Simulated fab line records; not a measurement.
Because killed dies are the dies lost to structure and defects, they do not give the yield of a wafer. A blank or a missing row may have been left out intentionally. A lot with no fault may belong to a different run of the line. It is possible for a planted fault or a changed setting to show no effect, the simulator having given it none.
Matching of chambers :: flow sky130 :: SKY_LI_CONTACT_CMP_24 on cmp-02 has 4 sister chambers
The step polishes, stops on PSG, t overpolish 20 s, target thk 0 nm. 8 wafers are shown with their chamber, then 8 later ones without.

## WAFERS PAIRED WITH THEIR CHAMBERS
wafer: L123.3
chamber: 1
motor current A (A): 13.3
time to endpoint s (s): 92

wafer: L125.6
chamber: 1
motor current A (A): 13.4
time to endpoint s (s): 86

wafer: L130.1
chamber: 2
motor current A (A): 12.4
time to endpoint s (s): 102

wafer: L130.5
chamber: 0
motor current A (A): 10.3
time to endpoint s (s): 93

wafer: L132.1
chamber: 2
motor current A (A): 12.8
time to endpoint s (s): 100

wafer: L132.2
chamber: 3
motor current A (A): 12.3
time to endpoint s (s): 97

wafer: L132.3
chamber: 0
motor current A (A): 9.6
time to endpoint s (s): 98

wafer: L133.1
chamber: 3
motor current A (A): 12.0
time to endpoint s (s): 100

## WAFERS WITH NO CHAMBER GIVEN
wafer: L133.4
motor current A (A): 12.3
time to endpoint s (s): 95

wafer: L133.6
motor current A (A): 12.3
time to endpoint s (s): 102

wafer: L138.1
motor current A (A): 12.7
time to endpoint s (s): 97

wafer: L138.4
motor current A (A): 12.3
time to endpoint s (s): 97

wafer: L138.5
motor current A (A): 12.7
time to endpoint s (s): 95

wafer: L144.1
motor current A (A): 11.9
time to endpoint s (s): 100

wafer: L144.2
motor current A (A): 12.8
time to endpoint s (s): 91

wafer: L144.6
motor current A (A): 12.7
time to endpoint s (s): 95

## THE CHAMBER EACH PASSED THROUGH
wafer: L133.4
from the rows above: can't be placed: 3 or 2
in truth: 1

wafer: L133.6
from the rows above: can't be placed: 2 or 3
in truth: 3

wafer: L138.1
from the rows above: can't be placed: 2 or 3
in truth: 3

wafer: L138.4
from the rows above: can't be placed: 3 or 2
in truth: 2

wafer: L138.5
from the rows above: can't be placed: 2 or 3 or 1
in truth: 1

wafer: L144.1
from the rows above: can't be placed: 3 or 2
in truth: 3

wafer: L144.2
from the rows above: can't be placed: 1 or 3 or 2
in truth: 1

wafer: L144.6
from the rows above: can't be placed: 2 or 3 or 1
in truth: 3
Correctly placed: 0 of 8. Unplaceable from these rows: 8, with the true chamber sitting among the candidates in 7. Number placed wrongly: 0.
How it was worked out, from the rows above alone: a wafer's distance from a chamber is the root of the sum, over the readings, of the square of ((its reading less the chamber's mean) divided by the reading's scatter). If the next closest chamber is less than 2 further off than the closest, the wafer can't be placed; otherwise it belongs to the closest. For every chamber, the mean is computed from those of its wafers that are shown. How the scatter is found: for the shown wafers, subtract from each reading the mean of its chamber, square and add these, divide the total by (wafers less chambers), then take the root.
